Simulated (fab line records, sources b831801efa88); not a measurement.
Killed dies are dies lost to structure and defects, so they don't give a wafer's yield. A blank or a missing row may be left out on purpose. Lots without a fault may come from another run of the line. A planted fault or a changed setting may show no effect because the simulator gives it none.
Problem report in the 8D (eight disciplines) form, filled by code | flow sfq_line | the parts of the form that need people (team, actions taken, sign-off) are left out

1. THE PROBLEM
thk_nm at SFQ_TRILAYER_I2_METRO_MEASURE_065 reads a mean of 180.5 nm on 9 wafers of 3 lots; wafers without a fault read 200.3 nm with a standard deviation of 1.4. That is -14 standard deviations from the usual mean.
First seen on wafer L478.1, day 22 03:17, on film_metro-01. The record holds 45 wafers of 15 lots with a number at this step. Rule for "out", or "out of limits": more than 4 standard deviations from the usual mean. The other wafers with a number count as sound.

2. WHAT IT IS AND WHAT IT IS NOT
question                    | is                           | is not
which readings at this step | thk_nm                       | -
which lots                  | L478, L479, L480             | L468, L469, L470, L471, L472, L473, L474, L477, L481, L489, L490, L491
which wafers of those lots  | all that have a number       | -
read on which tools         | film_metro-01, film_metro-03 | film_metro-02
when                        | from day 22 03:17            | up to then (24 sound wafers); but 12 sound wafers of L481, L489, L490, L491 came after

3. SUSPECTS, AND WHAT RULES EACH OUT
Counting: a tool at a process step up to the reading stays a suspect if it ran every lot that is out and no sound lot after the first of them.
- cmp-02 at SFQ_TRILAYER_I2_CMP_CMP_064 (polishes SiO2): ruled out as a lasting fault. Sound lots L489, L491 ran on it after its first lot that is out, L478 (day 22 00:10).
Left after counting: nothing in the record.

4. THE CAUSE (what the simulator had put in)
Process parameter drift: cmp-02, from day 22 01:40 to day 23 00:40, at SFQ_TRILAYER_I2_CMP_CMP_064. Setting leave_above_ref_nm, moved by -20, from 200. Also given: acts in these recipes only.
Counting ruled it out, wrongly: the rule takes a fault to strike every lot that its tool runs from its start on, and this one did not.

5. THE CHAIN OF EFFECTS, in route order
Each row: a reading whose mean over the struck wafers that have a number lies more than 3 standard deviations from the usual. Only readings for which the record gives a usual standard deviation are gone through. hours: the time from each lot's start at the first step in this table that gives one to its start at this step, as a median over the lots. sigmas: the change in usual standard deviations.
hours | step                                  | reading        | usual      | on struck wafers | change | sigmas
0     | SFQ_TRILAYER_I2_METRO_MEASURE_065     | thk_nm         | 200.3 nm   | 180.5            | -19.8  | -14
103   | SFQ_TRILAYER_I2_VIA_ETCH_VIA_ETCH_070 | oes_product_au | 0.855 a.u. | 0.805            | -0.050 | -8.7
The process steps in it:
- SFQ_TRILAYER_I2_METRO_MEASURE_065
- SFQ_TRILAYER_I2_VIA_ETCH_VIA_ETCH_070: etches SiO2 in CHF3, stops on Nb, target depth 260 nm.
Later measuring or inspecting steps at which every struck wafer that the step has a row for has a number for every such reading, and none has moved that far: SFQ_I2_OVL_MEAS_918, SFQ_M3_OVL_MEAS_921.

6. WHAT WOULD HAVE CAUGHT IT SOONER
In this record the first reading out of limits was taken at day 22 03:17, 2 hours after the fault began at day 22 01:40.
Of the tool readings at SFQ_TRILAYER_I2_CMP_CMP_064 for which the record gives a usual standard deviation, none was out on any struck wafer, so an alarm limit of 4 standard deviations on them would not have fired.
